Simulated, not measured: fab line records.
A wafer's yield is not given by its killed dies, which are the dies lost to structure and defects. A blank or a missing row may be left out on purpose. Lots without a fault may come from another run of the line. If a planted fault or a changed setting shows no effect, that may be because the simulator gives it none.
Which tool was responsible? / flow sky130 / Sampling: 24 lots, 72 wafers, 5 of 708 route steps

== WHAT EACH GAUGE READ, for each wafer ==
SKY_VIA4_BOW_MEAS_03.
lot=L074; measured=day 41 20:06; on=film_metro-03; VIA4_BOW (um)=83 93 94
lot=L075; measured=day 42 01:49; on=film_metro-03; VIA4_BOW (um)=89 97 74
lot=L077; measured=day 42 21:16; on=film_metro-01; VIA4_BOW (um)=74 86 86
lot=L076; measured=day 43 06:26; on=film_metro-02; VIA4_BOW (um)=86 79 62
lot=L078; measured=day 43 08:31; on=film_metro-03; VIA4_BOW (um)=81 79 78
lot=L079; measured=day 43 12:29; on=film_metro-03; VIA4_BOW (um)=87 74 97
lot=L080; measured=day 43 18:19; on=film_metro-03; VIA4_BOW (um)=66 73 68
lot=L081; measured=day 44 03:16; on=film_metro-03; VIA4_BOW (um)=82 76 85
lot=L082; measured=day 44 12:39; on=film_metro-03; VIA4_BOW (um)=90 90 79
lot=L083; measured=day 44 21:36; on=film_metro-03; VIA4_BOW (um)=90 88 90
lot=L084; measured=day 45 05:03; on=film_metro-02; VIA4_BOW (um)=78 83 78
lot=L085; measured=day 45 14:20; on=film_metro-01; VIA4_BOW (um)=78 88 80
lot=L086; measured=day 45 16:59; on=film_metro-03; VIA4_BOW (um)=73 74 74
lot=L087; measured=day 45 20:40; on=film_metro-02; VIA4_BOW (um)=71 84 82
lot=L088; measured=day 46 09:10; on=film_metro-01; VIA4_BOW (um)=67 77 84
lot=L089; measured=day 46 13:52; on=film_metro-01; VIA4_BOW (um)=90 87 100
lot=L090; measured=day 46 17:58; on=film_metro-01; VIA4_BOW (um)=93 87 94
lot=L091; measured=day 46 21:17; on=film_metro-03; VIA4_BOW (um)=75 80 81
lot=L092; measured=day 47 06:06; on=film_metro-03; VIA4_BOW (um)=68 72 63
lot=L093; measured=day 47 07:29; on=film_metro-02; VIA4_BOW (um)=74 61 70
lot=L094; measured=day 47 10:45; on=film_metro-03; VIA4_BOW (um)=71 82 84
lot=L095; measured=day 47 15:07; on=film_metro-03; VIA4_BOW (um)=74 75 71
lot=L096; measured=day 47 16:45; on=film_metro-03; VIA4_BOW (um)=84 87 83
lot=L097; measured=day 48 09:00; on=film_metro-02; VIA4_BOW (um)=80 66 79

== EACH LOT AND THE TOOL THAT RAN IT (in order: tool; ch and the chambers of the sampled wafers; start) ==
lot=L074; SKY_LOCAL_INTERCONNECT_SPUTTER_00=pvd_sputter-04, day 29 11:09; SKY_METAL2_SPUTTER_04=pvd_sputter-04, day 34 04:17; SKY_METAL4_SPUTTER_01=pvd_sputter-04, day 39 17:33; SKY_CAP2M_SPUTTER_02=pvd_sputter-02, day 39 17:46
lot=L075; SKY_LOCAL_INTERCONNECT_SPUTTER_00=pvd_sputter-04, day 29 21:04; SKY_METAL2_SPUTTER_04=pvd_sputter-01, day 34 12:10; SKY_METAL4_SPUTTER_01=pvd_sputter-04, day 39 23:41; SKY_CAP2M_SPUTTER_02=pvd_sputter-02, day 39 23:54
lot=L077; SKY_LOCAL_INTERCONNECT_SPUTTER_00=pvd_sputter-04, day 30 18:46; SKY_METAL2_SPUTTER_04=pvd_sputter-04, day 35 07:00; SKY_METAL4_SPUTTER_01=pvd_sputter-03, day 40 19:38; SKY_CAP2M_SPUTTER_02=pvd_sputter-02, day 40 19:50
lot=L076; SKY_LOCAL_INTERCONNECT_SPUTTER_00=pvd_sputter-01, day 30 23:49; SKY_METAL2_SPUTTER_04=pvd_sputter-01, day 35 12:35; SKY_METAL4_SPUTTER_01=pvd_sputter-03, day 41 01:52; SKY_CAP2M_SPUTTER_02=pvd_sputter-04, day 41 02:05
lot=L078; SKY_LOCAL_INTERCONNECT_SPUTTER_00=pvd_sputter-01, day 31 08:32; SKY_METAL2_SPUTTER_04=pvd_sputter-01, day 35 18:51; SKY_METAL4_SPUTTER_01=pvd_sputter-03, day 41 07:02; SKY_CAP2M_SPUTTER_02=pvd_sputter-04, day 41 07:15
lot=L079; SKY_LOCAL_INTERCONNECT_SPUTTER_00=pvd_sputter-01, day 31 09:39; SKY_METAL2_SPUTTER_04=pvd_sputter-02, day 35 20:21; SKY_METAL4_SPUTTER_01=pvd_sputter-04, day 41 10:53; SKY_CAP2M_SPUTTER_02=pvd_sputter-03, day 41 11:05
lot=L080; SKY_LOCAL_INTERCONNECT_SPUTTER_00=pvd_sputter-04, day 31 19:33; SKY_METAL2_SPUTTER_04=pvd_sputter-01, day 36 06:24; SKY_METAL4_SPUTTER_01=pvd_sputter-03, day 41 17:16; SKY_CAP2M_SPUTTER_02=pvd_sputter-04, day 41 17:28
lot=L081; SKY_LOCAL_INTERCONNECT_SPUTTER_00=pvd_sputter-04, day 32 05:48; SKY_METAL2_SPUTTER_04=pvd_sputter-02, day 36 16:25; SKY_METAL4_SPUTTER_01=pvd_sputter-03, day 42 02:41; SKY_CAP2M_SPUTTER_02=pvd_sputter-02, day 42 02:53
lot=L082; SKY_LOCAL_INTERCONNECT_SPUTTER_00=pvd_sputter-04, day 32 18:13; SKY_METAL2_SPUTTER_04=pvd_sputter-04, day 37 03:11; SKY_METAL4_SPUTTER_01=pvd_sputter-01, day 42 12:46; SKY_CAP2M_SPUTTER_02=pvd_sputter-02, day 42 12:59
lot=L083; SKY_LOCAL_INTERCONNECT_SPUTTER_00=pvd_sputter-01, day 33 00:22; SKY_METAL2_SPUTTER_04=pvd_sputter-01, day 37 11:03; SKY_METAL4_SPUTTER_01=pvd_sputter-04, day 42 22:25; SKY_CAP2M_SPUTTER_02=pvd_sputter-03, day 42 22:38
lot=L084; SKY_LOCAL_INTERCONNECT_SPUTTER_00=pvd_sputter-04, day 33 07:27; SKY_METAL2_SPUTTER_04=pvd_sputter-04, day 37 17:53; SKY_METAL4_SPUTTER_01=pvd_sputter-04, day 43 05:49; SKY_CAP2M_SPUTTER_02=pvd_sputter-03, day 43 06:02
lot=L085; SKY_LOCAL_INTERCONNECT_SPUTTER_00=pvd_sputter-02, day 33 19:45; SKY_METAL2_SPUTTER_04=pvd_sputter-02, day 38 06:34; SKY_METAL4_SPUTTER_01=pvd_sputter-01, day 43 15:41; SKY_CAP2M_SPUTTER_02=pvd_sputter-02, day 43 15:54
lot=L086; SKY_LOCAL_INTERCONNECT_SPUTTER_00=pvd_sputter-04, day 33 23:09; SKY_METAL2_SPUTTER_04=pvd_sputter-02, day 38 10:08; SKY_METAL4_SPUTTER_01=pvd_sputter-01, day 43 17:30; SKY_CAP2M_SPUTTER_02=pvd_sputter-03, day 43 17:43
lot=L087; SKY_LOCAL_INTERCONNECT_SPUTTER_00=pvd_sputter-01, day 34 04:48; SKY_METAL2_SPUTTER_04=pvd_sputter-02, day 38 15:57; SKY_METAL4_SPUTTER_01=pvd_sputter-01, day 43 22:14; SKY_CAP2M_SPUTTER_02=pvd_sputter-02, day 43 22:26
lot=L088; SKY_LOCAL_INTERCONNECT_SPUTTER_00=pvd_sputter-04, day 34 13:00; SKY_METAL2_SPUTTER_04=pvd_sputter-04, day 39 04:34; SKY_METAL4_SPUTTER_01=pvd_sputter-04, day 44 09:51; SKY_CAP2M_SPUTTER_02=pvd_sputter-03, day 44 10:04
lot=L089; SKY_LOCAL_INTERCONNECT_SPUTTER_00=pvd_sputter-01, day 34 18:40; SKY_METAL2_SPUTTER_04=pvd_sputter-02, day 39 06:25; SKY_METAL4_SPUTTER_01=pvd_sputter-03, day 44 15:10; SKY_CAP2M_SPUTTER_02=pvd_sputter-02, day 44 15:23
lot=L090; SKY_LOCAL_INTERCONNECT_SPUTTER_00=pvd_sputter-04, day 35 02:46; SKY_METAL2_SPUTTER_04=pvd_sputter-01, day 39 16:25; SKY_METAL4_SPUTTER_01=pvd_sputter-01, day 44 19:53; SKY_CAP2M_SPUTTER_02=pvd_sputter-04, day 44 20:05
lot=L091; SKY_LOCAL_INTERCONNECT_SPUTTER_00=pvd_sputter-02, day 35 07:54; SKY_METAL2_SPUTTER_04=pvd_sputter-01, day 39 21:15; SKY_METAL4_SPUTTER_01=pvd_sputter-03, day 45 00:45; SKY_CAP2M_SPUTTER_02=pvd_sputter-02, day 45 00:58
lot=L092; SKY_LOCAL_INTERCONNECT_SPUTTER_00=pvd_sputter-04, day 35 15:16; SKY_METAL2_SPUTTER_04=pvd_sputter-01, day 40 07:11; SKY_METAL4_SPUTTER_01=pvd_sputter-01, day 45 08:53; SKY_CAP2M_SPUTTER_02=pvd_sputter-03, day 45 09:07
lot=L093; SKY_LOCAL_INTERCONNECT_SPUTTER_00=pvd_sputter-04, day 35 18:24; SKY_METAL2_SPUTTER_04=pvd_sputter-01, day 40 08:19; SKY_METAL4_SPUTTER_01=pvd_sputter-03, day 45 11:25; SKY_CAP2M_SPUTTER_02=pvd_sputter-02, day 45 11:37
lot=L094; SKY_LOCAL_INTERCONNECT_SPUTTER_00=pvd_sputter-04, day 36 02:52; SKY_METAL2_SPUTTER_04=pvd_sputter-02, day 40 12:38; SKY_METAL4_SPUTTER_01=pvd_sputter-03, day 45 14:12; SKY_CAP2M_SPUTTER_02=pvd_sputter-02, day 45 14:25
lot=L095; SKY_LOCAL_INTERCONNECT_SPUTTER_00=pvd_sputter-04, day 36 07:13; SKY_METAL2_SPUTTER_04=pvd_sputter-04, day 40 18:36; SKY_METAL4_SPUTTER_01=pvd_sputter-03, day 45 21:19; SKY_CAP2M_SPUTTER_02=pvd_sputter-04, day 45 21:32
lot=L096; SKY_LOCAL_INTERCONNECT_SPUTTER_00=pvd_sputter-04, day 36 13:49; SKY_METAL2_SPUTTER_04=pvd_sputter-04, day 40 23:36; SKY_METAL4_SPUTTER_01=pvd_sputter-04, day 45 22:53; SKY_CAP2M_SPUTTER_02=pvd_sputter-02, day 45 23:06
lot=L097; SKY_LOCAL_INTERCONNECT_SPUTTER_00=pvd_sputter-01, day 37 05:34; SKY_METAL2_SPUTTER_04=pvd_sputter-02, day 41 14:45; SKY_METAL4_SPUTTER_01=pvd_sputter-04, day 46 14:32; SKY_CAP2M_SPUTTER_02=pvd_sputter-02, day 46 14:45
- SKY_LOCAL_INTERCONNECT_SPUTTER_00: material TiN, target thk 100 nm, time 83.3 s.
- SKY_METAL2_SPUTTER_04: material TiN, target thk 70 nm, time 58.3 s.
- SKY_METAL4_SPUTTER_01: material TiN, target thk 20 nm, time 16.7 s.
- SKY_CAP2M_SPUTTER_02: material TiN, target thk 200 nm, time 166.7 s.

== AS READ BY THE TOOLS THEMSELVES (means over the sampled wafers that have a number; for cases with no such wafer, the mark the record gives instead) ==
SKY_LOCAL_INTERCONNECT_SPUTTER_00.
lot=L074; tool=pvd_sputter-04; chamber_pressure_pa (Pa)=0.3996; substrate_temp_c (C)=299.90; susceptor_temp_C (C)=300.03; throttle_valve_pct (%)=29.2
lot=L075; tool=pvd_sputter-04; chamber_pressure_pa (Pa)=0.3999; substrate_temp_c (C)=299.93; susceptor_temp_C (C)=299.92; throttle_valve_pct (%)=29.5
lot=L077; tool=pvd_sputter-04; chamber_pressure_pa (Pa)=0.4006; substrate_temp_c (C)=300.03; susceptor_temp_C (C)=300.04; throttle_valve_pct (%)=29.3
lot=L076; tool=pvd_sputter-01; chamber_pressure_pa (Pa)=0.4003; substrate_temp_c (C)=300.06; susceptor_temp_C (C)=299.82; throttle_valve_pct (%)=30.4
lot=L078; tool=pvd_sputter-01; chamber_pressure_pa (Pa)=0.4010; substrate_temp_c (C)=299.92; susceptor_temp_C (C)=299.95; throttle_valve_pct (%)=30.3
lot=L079; tool=pvd_sputter-01; chamber_pressure_pa (Pa)=0.4001; substrate_temp_c (C)=299.86; susceptor_temp_C (C)=300.05; throttle_valve_pct (%)=30.5
lot=L080; tool=pvd_sputter-04; chamber_pressure_pa (Pa)=0.4000; substrate_temp_c (C)=300.26; susceptor_temp_C (C)=299.94; throttle_valve_pct (%)=29.2
lot=L081; tool=pvd_sputter-04; chamber_pressure_pa (Pa)=0.3997; substrate_temp_c (C)=299.93; susceptor_temp_C (C)=299.91; throttle_valve_pct (%)=29.6
lot=L082; tool=pvd_sputter-04; chamber_pressure_pa (Pa)=0.4002; substrate_temp_c (C)=300.11; susceptor_temp_C (C)=300.05; throttle_valve_pct (%)=29.5
lot=L083; tool=pvd_sputter-01; chamber_pressure_pa (Pa)=0.4002; substrate_temp_c (C)=300.06; susceptor_temp_C (C)=300.12; throttle_valve_pct (%)=29.5
lot=L084; tool=pvd_sputter-04; chamber_pressure_pa (Pa)=0.4001; substrate_temp_c (C)=300.01; susceptor_temp_C (C)=299.94; throttle_valve_pct (%)=29.5
lot=L085; tool=pvd_sputter-02; chamber_pressure_pa (Pa)=0.3997; substrate_temp_c (C)=299.93; susceptor_temp_C (C)=300.05; throttle_valve_pct (%)=30.1
lot=L086; tool=pvd_sputter-04; chamber_pressure_pa (Pa)=0.3997; substrate_temp_c (C)=300.10; susceptor_temp_C (C)=300.21; throttle_valve_pct (%)=29.4
lot=L087; tool=pvd_sputter-01; chamber_pressure_pa (Pa)=0.4000; substrate_temp_c (C)=300.12; susceptor_temp_C (C)=299.93; throttle_valve_pct (%)=30.4
lot=L088; tool=pvd_sputter-04; chamber_pressure_pa (Pa)=0.4000; substrate_temp_c (C)=300.01; susceptor_temp_C (C)=300.00; throttle_valve_pct (%)=29.3
lot=L089; tool=pvd_sputter-01; chamber_pressure_pa (Pa)=0.4005; substrate_temp_c (C)=300.18; susceptor_temp_C (C)=300.08; throttle_valve_pct (%)=29.4
lot=L090; tool=pvd_sputter-04; chamber_pressure_pa (Pa)=0.3999; substrate_temp_c (C)=299.92; susceptor_temp_C (C)=300.15; throttle_valve_pct (%)=29.9
lot=L091; tool=pvd_sputter-02; chamber_pressure_pa (Pa)=0.3991; substrate_temp_c (C)=300.07; susceptor_temp_C (C)=299.95; throttle_valve_pct (%)=30.2
lot=L092; tool=pvd_sputter-04; chamber_pressure_pa (Pa)=0.3994; substrate_temp_c (C)=300.04; susceptor_temp_C (C)=300.01; throttle_valve_pct (%)=29.3
lot=L093; tool=pvd_sputter-04; chamber_pressure_pa (Pa)=0.4004; substrate_temp_c (C)=300.25; susceptor_temp_C (C)=300.10; throttle_valve_pct (%)=29.6
lot=L094; tool=pvd_sputter-04; chamber_pressure_pa (Pa)=0.3992; substrate_temp_c (C)=300.03; susceptor_temp_C (C)=299.92; throttle_valve_pct (%)=29.1
lot=L095; tool=pvd_sputter-04; chamber_pressure_pa (Pa)=0.3997; substrate_temp_c (C)=300.07; susceptor_temp_C (C)=299.94; throttle_valve_pct (%)=29.6
lot=L096; tool=pvd_sputter-04; chamber_pressure_pa (Pa)=0.3997; substrate_temp_c (C)=300.07; susceptor_temp_C (C)=300.05; throttle_valve_pct (%)=29.3
lot=L097; tool=pvd_sputter-01; chamber_pressure_pa (Pa)=0.3996; substrate_temp_c (C)=299.93; susceptor_temp_C (C)=300.04; throttle_valve_pct (%)=30.7

SKY_METAL2_SPUTTER_04.
lot=L074; tool=pvd_sputter-04; chamber_pressure_pa (Pa)=0.4005; throttle_valve_pct (%)=29.5
lot=L075; tool=pvd_sputter-01; chamber_pressure_pa (Pa)=0.4001; throttle_valve_pct (%)=29.6
lot=L077; tool=pvd_sputter-04; chamber_pressure_pa (Pa)=0.3997; throttle_valve_pct (%)=29.1
lot=L076; tool=pvd_sputter-01; chamber_pressure_pa (Pa)=0.4011; throttle_valve_pct (%)=29.6
lot=L078; tool=pvd_sputter-01; chamber_pressure_pa (Pa)=0.3997; throttle_valve_pct (%)=29.2
lot=L079; tool=pvd_sputter-02; chamber_pressure_pa (Pa)=0.4002; throttle_valve_pct (%)=30.8
lot=L080; tool=pvd_sputter-01; chamber_pressure_pa (Pa)=0.4005; throttle_valve_pct (%)=30.5
lot=L081; tool=pvd_sputter-02; chamber_pressure_pa (Pa)=0.4000; throttle_valve_pct (%)=30.4
lot=L082; tool=pvd_sputter-04; chamber_pressure_pa (Pa)=0.4004; throttle_valve_pct (%)=29.4
lot=L083; tool=pvd_sputter-01; chamber_pressure_pa (Pa)=0.4001; throttle_valve_pct (%)=29.5
lot=L084; tool=pvd_sputter-04; chamber_pressure_pa (Pa)=0.4002; throttle_valve_pct (%)=29.6
lot=L085; tool=pvd_sputter-02; chamber_pressure_pa (Pa)=0.4003; throttle_valve_pct (%)=30.2
lot=L086; tool=pvd_sputter-02; chamber_pressure_pa (Pa)=0.4002; throttle_valve_pct (%)=30.0
lot=L087; tool=pvd_sputter-02; chamber_pressure_pa (Pa)=0.4002; throttle_valve_pct (%)=30.4
lot=L088; tool=pvd_sputter-04; chamber_pressure_pa (Pa)=0.4002; throttle_valve_pct (%)=29.3
lot=L089; tool=pvd_sputter-02; chamber_pressure_pa (Pa)=0.4001; throttle_valve_pct (%)=30.3
lot=L090; tool=pvd_sputter-01; chamber_pressure_pa (Pa)=0.3994; throttle_valve_pct (%)=29.7
lot=L091; tool=pvd_sputter-01; chamber_pressure_pa (Pa)=0.4001; throttle_valve_pct (%)=30.6
lot=L092; tool=pvd_sputter-01; chamber_pressure_pa (Pa)=0.3999; throttle_valve_pct (%)=30.2
lot=L093; tool=pvd_sputter-01; chamber_pressure_pa (Pa)=0.3999; throttle_valve_pct (%)=28.7
lot=L094; tool=pvd_sputter-02; chamber_pressure_pa (Pa)=0.4000; throttle_valve_pct (%)=30.7
lot=L095; tool=pvd_sputter-04; chamber_pressure_pa (Pa)=0.3999; throttle_valve_pct (%)=29.5
lot=L096; tool=pvd_sputter-04; chamber_pressure_pa (Pa)=0.3994; throttle_valve_pct (%)=29.6
lot=L097; tool=pvd_sputter-02; chamber_pressure_pa (Pa)=0.4004; throttle_valve_pct (%)=29.9

SKY_METAL4_SPUTTER_01.
lot=L074; tool=pvd_sputter-04; chamber_pressure_pa (Pa)=0.3995; throttle_valve_pct (%)=29.7
lot=L075; tool=pvd_sputter-04; chamber_pressure_pa (Pa)=0.4002; throttle_valve_pct (%)=29.8
lot=L077; tool=pvd_sputter-03; chamber_pressure_pa (Pa)=0.4008; throttle_valve_pct (%)=30.3
lot=L076; tool=pvd_sputter-03; chamber_pressure_pa (Pa)=0.4004; throttle_valve_pct (%)=29.7
lot=L078; tool=pvd_sputter-03; chamber_pressure_pa (Pa)=0.4004; throttle_valve_pct (%)=29.4
lot=L079; tool=pvd_sputter-04; chamber_pressure_pa (Pa)=0.4006; throttle_valve_pct (%)=29.1
lot=L080; tool=pvd_sputter-03; chamber_pressure_pa (Pa)=0.3999; throttle_valve_pct (%)=29.3
lot=L081; tool=pvd_sputter-03; chamber_pressure_pa (Pa)=0.4001; throttle_valve_pct (%)=29.9
lot=L082; tool=pvd_sputter-01; chamber_pressure_pa (Pa)=0.3998; throttle_valve_pct (%)=29.7
lot=L083; tool=pvd_sputter-04; chamber_pressure_pa (Pa)=0.4006; throttle_valve_pct (%)=29.7
lot=L084; tool=pvd_sputter-04; chamber_pressure_pa (Pa)=0.4002; throttle_valve_pct (%)=29.3
lot=L085; tool=pvd_sputter-01; chamber_pressure_pa (Pa)=0.4003; throttle_valve_pct (%)=30.3
lot=L086; tool=pvd_sputter-01; chamber_pressure_pa (Pa)=0.3996; throttle_valve_pct (%)=30.3
lot=L087; tool=pvd_sputter-01; chamber_pressure_pa (Pa)=0.3999; throttle_valve_pct (%)=29.6
lot=L088; tool=pvd_sputter-04; chamber_pressure_pa (Pa)=0.4003; throttle_valve_pct (%)=29.7
lot=L089; tool=pvd_sputter-03; chamber_pressure_pa (Pa)=0.4006; throttle_valve_pct (%)=29.6
lot=L090; tool=pvd_sputter-01; chamber_pressure_pa (Pa)=0.4008; throttle_valve_pct (%)=30.6
lot=L091; tool=pvd_sputter-03; chamber_pressure_pa (Pa)=0.4003; throttle_valve_pct (%)=29.7
lot=L092; tool=pvd_sputter-01; chamber_pressure_pa (Pa)=0.4010; throttle_valve_pct (%)=30.3
lot=L093; tool=pvd_sputter-03; chamber_pressure_pa (Pa)=0.3996; throttle_valve_pct (%)=30.5
lot=L094; tool=pvd_sputter-03; chamber_pressure_pa (Pa)=0.3995; throttle_valve_pct (%)=29.2
lot=L095; tool=pvd_sputter-03; chamber_pressure_pa (Pa)=0.3999; throttle_valve_pct (%)=29.1
lot=L096; tool=pvd_sputter-04; chamber_pressure_pa (Pa)=0.3993; throttle_valve_pct (%)=29.4
lot=L097; tool=pvd_sputter-04; chamber_pressure_pa (Pa)=0.4002; throttle_valve_pct (%)=29.0

SKY_CAP2M_SPUTTER_02.
lot=L074; tool=pvd_sputter-02; chamber_pressure_pa (Pa)=0.4000; substrate_temp_c (C)=300.07; susceptor_temp_C (C)=300.03; throttle_valve_pct (%)=30.6
lot=L075; tool=pvd_sputter-02; chamber_pressure_pa (Pa)=0.3996; substrate_temp_c (C)=299.99; susceptor_temp_C (C)=300.24; throttle_valve_pct (%)=30.3
lot=L077; tool=pvd_sputter-02; chamber_pressure_pa (Pa)=0.3995; substrate_temp_c (C)=299.77; susceptor_temp_C (C)=299.94; throttle_valve_pct (%)=30.7
lot=L076; tool=pvd_sputter-04; chamber_pressure_pa (Pa)=0.3992; substrate_temp_c (C)=299.98; susceptor_temp_C (C)=300.05; throttle_valve_pct (%)=29.3
lot=L078; tool=pvd_sputter-04; chamber_pressure_pa (Pa)=0.4000; substrate_temp_c (C)=300.05; susceptor_temp_C (C)=300.06; throttle_valve_pct (%)=29.4
lot=L079; tool=pvd_sputter-03; chamber_pressure_pa (Pa)=0.3994; substrate_temp_c (C)=299.60; susceptor_temp_C (C)=299.80; throttle_valve_pct (%)=30.0
lot=L080; tool=pvd_sputter-04; chamber_pressure_pa (Pa)=0.4008; substrate_temp_c (C)=300.00; susceptor_temp_C (C)=299.83; throttle_valve_pct (%)=29.6
lot=L081; tool=pvd_sputter-02; chamber_pressure_pa (Pa)=0.4007; substrate_temp_c (C)=299.74; susceptor_temp_C (C)=300.19; throttle_valve_pct (%)=30.0
lot=L082; tool=pvd_sputter-02; chamber_pressure_pa (Pa)=0.4006; substrate_temp_c (C)=299.73; susceptor_temp_C (C)=300.06; throttle_valve_pct (%)=30.3
lot=L083; tool=pvd_sputter-03; chamber_pressure_pa (Pa)=0.4001; substrate_temp_c (C)=300.08; susceptor_temp_C (C)=299.93; throttle_valve_pct (%)=31.3
lot=L084; tool=pvd_sputter-03; chamber_pressure_pa (Pa)=0.4010; substrate_temp_c (C)=300.00; susceptor_temp_C (C)=300.15; throttle_valve_pct (%)=30.0
lot=L085; tool=pvd_sputter-02; chamber_pressure_pa (Pa)=0.3999; substrate_temp_c (C)=299.88; susceptor_temp_C (C)=299.98; throttle_valve_pct (%)=30.8
lot=L086; tool=pvd_sputter-03; chamber_pressure_pa (Pa)=0.4003; substrate_temp_c (C)=300.02; susceptor_temp_C (C)=299.90; throttle_valve_pct (%)=29.2
lot=L087; tool=pvd_sputter-02; chamber_pressure_pa (Pa)=0.4005; substrate_temp_c (C)=300.10; susceptor_temp_C (C)=300.04; throttle_valve_pct (%)=30.5
lot=L088; tool=pvd_sputter-03; chamber_pressure_pa (Pa)=0.4001; substrate_temp_c (C)=299.70; susceptor_temp_C (C)=300.12; throttle_valve_pct (%)=30.3
lot=L089; tool=pvd_sputter-02; chamber_pressure_pa (Pa)=0.4001; substrate_temp_c (C)=300.14; susceptor_temp_C (C)=300.04; throttle_valve_pct (%)=30.4
lot=L090; tool=pvd_sputter-04; chamber_pressure_pa (Pa)=0.4005; substrate_temp_c (C)=300.06; susceptor_temp_C (C)=300.09; throttle_valve_pct (%)=29.7
lot=L091; tool=pvd_sputter-02; chamber_pressure_pa (Pa)=0.4002; substrate_temp_c (C)=300.24; susceptor_temp_C (C)=300.02; throttle_valve_pct (%)=29.8
lot=L092; tool=pvd_sputter-03; chamber_pressure_pa (Pa)=0.3999; substrate_temp_c (C)=300.02; susceptor_temp_C (C)=300.10; throttle_valve_pct (%)=28.5
lot=L093; tool=pvd_sputter-02; chamber_pressure_pa (Pa)=0.3999; substrate_temp_c (C)=299.94; susceptor_temp_C (C)=299.96; throttle_valve_pct (%)=30.5
lot=L094; tool=pvd_sputter-02; chamber_pressure_pa (Pa)=0.4000; substrate_temp_c (C)=300.07; susceptor_temp_C (C)=299.88; throttle_valve_pct (%)=30.7
lot=L095; tool=pvd_sputter-04; chamber_pressure_pa (Pa)=0.3999; substrate_temp_c (C)=300.05; susceptor_temp_C (C)=300.01; throttle_valve_pct (%)=29.3
lot=L096; tool=pvd_sputter-02; chamber_pressure_pa (Pa)=0.4000; substrate_temp_c (C)=299.76; susceptor_temp_C (C)=299.90; throttle_valve_pct (%)=30.1
lot=L097; tool=pvd_sputter-02; chamber_pressure_pa (Pa)=0.3998; substrate_temp_c (C)=299.98; susceptor_temp_C (C)=299.93; throttle_valve_pct (%)=30.3

== THE ANSWER, worked out from the rows above alone ==
Rule: what is usual is taken from the lots themselves. Put in order of their means at a reading, lots are off if they are a third of the lots or fewer, leave a main group of 4 or more, and stand apart from it by a gap of 3 or more times the standard deviation of the main group's means; of several such gaps the widest counts. Not used: any main group whose means are identical at the precision the tables above print for the reading. Also off: a lot with no number at a reading for which 4 or more lots have one. All remaining lots with rows at the step are treated as sound. After the gauges, taken in route order, come the tools' own readings; for these a lot's mean is taken, as printed above. At the first step where some lot is off, the reading lying furthest off is the one used; lots without a number count as furthest.
None of the lots is off at any reading shown; this tells nothing.

== WHAT THE SIMULATOR HAD PUT IN ==
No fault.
